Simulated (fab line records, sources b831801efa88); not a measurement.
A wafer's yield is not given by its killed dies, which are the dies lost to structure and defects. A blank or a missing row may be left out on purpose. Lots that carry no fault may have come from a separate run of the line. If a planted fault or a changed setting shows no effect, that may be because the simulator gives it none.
A struck lot beside a sound one ; flow sfq_line ; 42 out of 325 route steps
Sound: the wafers L305.1, L305.2, L305.5. Wafers struck: L302.1, L302.5, L302.6. Last of all comes the cause.
Each step with rows lists, per side, the tool, then ch with its chambers, then its first start. Under that, the readings that differ: sound wafers ; struck wafers ; difference of the means ; sigmas: that difference in standard deviations of wafers without a fault.
alike: words and numbers the same on both sides, and readings whose means are apart by under 2 such deviations; not compared: readings that were withheld, readings missing a value for some wafer, numbers with overlapping values and no deviation given by the record, and bounds like >300 which may hide the same value.
The two part at a step that has a row with sigmas, a row that says differs or no value, or rows on one side only. Non-overlapping numbers with no deviation appear without sigmas and do not part them. A reading missing from all wafers of one side parts the sides only when that side holds two or more wafers.

SFQ_TRILAYER_L0_ETCH_METAL_ETCH_008: etches MoNx KI in SF6/O2, stops on SiO2, target depth 50 nm, time 25 s.
  sound on rie_metal-04 ch 0,1, day 6 19:53; struck on rie_metal-04 ch 0,1, day 6 01:46
  alike: bias_w, chamber_pressure_mTorr, drypump_motor_current_A, oes_product_au
  not compared: rf_hours_counter_h
then, 2 steps without rows for these wafers: SFQ_TRILAYER_L0_STRIP_STRIP_009 (strips in O2); SFQ_TRILAYER_L0_STRIP_SOLV_CLEAN_010 (cleans in NMP, time 600 s).
SFQ_TRILAYER_L0_CAP_PECVD_011: deposits SiO2 from SiH4/N2O, time 13.333 s, target thk 60 nm.
  sound on pecvd-04 ch 0,2, day 6 20:42; struck on pecvd-01 ch 0,1,2, day 6 02:36
  alike: heater_power_outer_w, heater_power_w, throttle_valve_pct
then, 6 steps without rows for these wafers: SFQ_TRILAYER_L0_VIA_LITHO_COAT_018 (resist thk 62 nm); SFQ_TRILAYER_L0_VIA_LITHO_COAT_013 (resist thk 650 nm); SFQ_TRILAYER_L0_VIA_LITHO_SOFTBAKE_017; SFQ_TRILAYER_L0_VIA_LITHO_EXPOSE_014 (exposes mask L0V, target cd 700 nm); SFQ_TRILAYER_L0_VIA_LITHO_PEB_016 (peb time 60 s); SFQ_TRILAYER_L0_VIA_LITHO_DEVELOP_015 (time 60 s).
-- the record jumps here: 2 days lie between the struck wafers' starts before and after --
SFQ_L0V_OVL_MEAS_903:
  sound on overlay-01 at day 9 00:46; struck on overlay-02 at day 8 03:07
  alike: L0V_OVL
then, 1 step without rows for these wafers: SFQ_TRILAYER_L0_VIA_BARC_OPEN_VIA_ETCH_021 (etches BARC in O2, target depth 125 nm, time 41.7 s).
SFQ_TRILAYER_L0_VIA_ETCH_VIA_ETCH_016: etches SiO2 in CHF3, stops on MoNx KI, target depth 80 nm.
  sound on rie_diel-02 ch 1,2,3, day 9 00:50; struck on rie_diel-02 ch 1,2,3, day 8 03:11
  no value came back on the struck wafers for bias_w (W), chamber_pressure_mTorr (mTorr), drypump_motor_current_A (A), oes_product_au (a.u.); on the sound wafers bias_w (W) reads 79.78 79.65 79.59
reading;sound;struck;difference;sigmas
model.KrF_of_TRILAYER_L0_VIA_LITHO_COAT_013.thk_nm (nm);559.9 560.9 557.5;576.2 576 573.3;+15.7;
SFQ_TRILAYER_L0_VIA_STRIP_STRIP_017: strips in O2.
  sound on rie_metal-04 ch 0,1, day 9 00:53; struck on rie_metal-01 ch 0,1, day 8 03:14
  alike: drypump_motor_current_A, oes_product_au
  not compared: rf_hours_counter_h
then, 3 steps without rows for these wafers: SFQ_TRILAYER_L0_VIA_STRIP_SOLV_CLEAN_018 (cleans in NMP, time 600 s); SFQ_TRILAYER_M0_DEP_PRE_CLEAN_020 (time 15 s); SFQ_TRILAYER_M0_DEP_SPUTTER_019 (material Nb, target thk 200 nm, time 133.3 s).
SFQ_M0_RS_MEAS_904: measures by four-point-probe.
  sound on film_metro-04 at day 9 01:46; struck on film_metro-04 at day 8 04:08
reading;sound;struck;difference;sigmas
M0_NB_RS (ohm/sq);0.888 0.882 0.885;0.900 0.894 0.905;+0.015;+2
then, 6 steps without rows for these wafers: SFQ_TRILAYER_M0_LITHO_COAT_026 (resist thk 62 nm); SFQ_TRILAYER_M0_LITHO_COAT_021 (resist thk 600 nm); SFQ_TRILAYER_M0_LITHO_SOFTBAKE_025; SFQ_TRILAYER_M0_LITHO_EXPOSE_022 (exposes mask M0, target cd 500 nm); SFQ_TRILAYER_M0_LITHO_PEB_024 (peb time 60 s); SFQ_TRILAYER_M0_LITHO_DEVELOP_023 (time 60 s).
-- the record jumps here: 2 days lie between the struck wafers' starts before and after --
SFQ_M0_OVL_MEAS_906:
  sound on overlay-02 at day 11 10:20; struck on overlay-01 at day 10 11:32
  alike: M0_OVL
then, 1 step without rows for these wafers: SFQ_TRILAYER_M0_BARC_OPEN_METAL_ETCH_031 (etches BARC in O2, target depth 125 nm, time 41.7 s).
SFQ_TRILAYER_M0_ETCH_METAL_ETCH_024: etches Nb in Cl2/Ar, stops on SiO2, target depth 240 nm, time 120 s.
  sound on rie_metal-01 ch 0,1, day 11 10:26; struck on rie_metal-01 ch 0,1, day 10 11:38
  alike: bias_w, chamber_pressure_mTorr, drypump_motor_current_A, oes_product_au
  not compared: rf_hours_counter_h
then, 2 steps without rows for these wafers: SFQ_TRILAYER_M0_STRIP_STRIP_025 (strips in O2); SFQ_TRILAYER_M0_STRIP_SOLV_CLEAN_026 (cleans in NMP, time 600 s).
SFQ_TRILAYER_I0_DEP_PECVD_027: deposits SiO2 from SiH4/N2O, time 111.11 s, target thk 500 nm.
  sound on pecvd-02 ch 1,2, day 11 11:22; struck on pecvd-03 ch 0,2, day 10 12:32
  alike: heater_power_outer_w, heater_power_w, throttle_valve_pct
then, 1 step without rows for these wafers: SFQ_TRILAYER_I0_CMP_CMP_028 (polishes SiO2).
SFQ_I0_BOW_MEAS_907:
  sound on film_metro-01 at day 12 01:17; struck on film_metro-01 at day 11 08:01
  alike: I0_BOW
then, 7 steps without rows for these wafers: SFQ_TRILAYER_I0_METRO_MEASURE_029; SFQ_TRILAYER_I0_VIA_LITHO_COAT_036 (resist thk 60.99 nm); SFQ_TRILAYER_I0_VIA_LITHO_COAT_031 (resist thk 650 nm); SFQ_TRILAYER_I0_VIA_LITHO_SOFTBAKE_035; SFQ_TRILAYER_I0_VIA_LITHO_EXPOSE_032 (exposes mask I0, target cd 500 nm); SFQ_TRILAYER_I0_VIA_LITHO_PEB_034 (peb time 60 s); SFQ_TRILAYER_I0_VIA_LITHO_DEVELOP_033 (time 60 s).
-- the record jumps here: 2 days lie between the struck wafers' starts before and after --
SFQ_I0_OVL_MEAS_908:
  sound on overlay-02 at day 14 12:49; struck on overlay-02 at day 13 09:53
  alike: I0_OVL
then, 1 step without rows for these wafers: SFQ_TRILAYER_I0_VIA_BARC_OPEN_VIA_ETCH_046 (etches BARC in O2, target depth 125 nm, time 41.7 s).
-- the record jumps here: 65 days lie between the struck wafers' starts before and after --
SFQ_M8_BOW_MEAS_951:
  sound on film_metro-03 at day 79 02:47; struck on film_metro-01 at day 78 00:59
reading;sound;struck;difference;sigmas
model.etest.l0v.link_ohm;44.81 44.65 44.45;1e+06 1e+06 1e+06;+1e+06;
  alike: M8_BOW

WHERE THEY PART
Earliest at SFQ_TRILAYER_L0_VIA_ETCH_VIA_ETCH_016; latest, in this record, at SFQ_M0_RS_MEAS_904. Later steps at which nothing parts them and some readings are alike: SFQ_M0_OVL_MEAS_906, SFQ_TRILAYER_M0_ETCH_METAL_ETCH_024, SFQ_TRILAYER_I0_DEP_PECVD_027, SFQ_I0_BOW_MEAS_907, SFQ_I0_OVL_MEAS_908, SFQ_M8_BOW_MEAS_951.

WHY: whatever the simulator had introduced
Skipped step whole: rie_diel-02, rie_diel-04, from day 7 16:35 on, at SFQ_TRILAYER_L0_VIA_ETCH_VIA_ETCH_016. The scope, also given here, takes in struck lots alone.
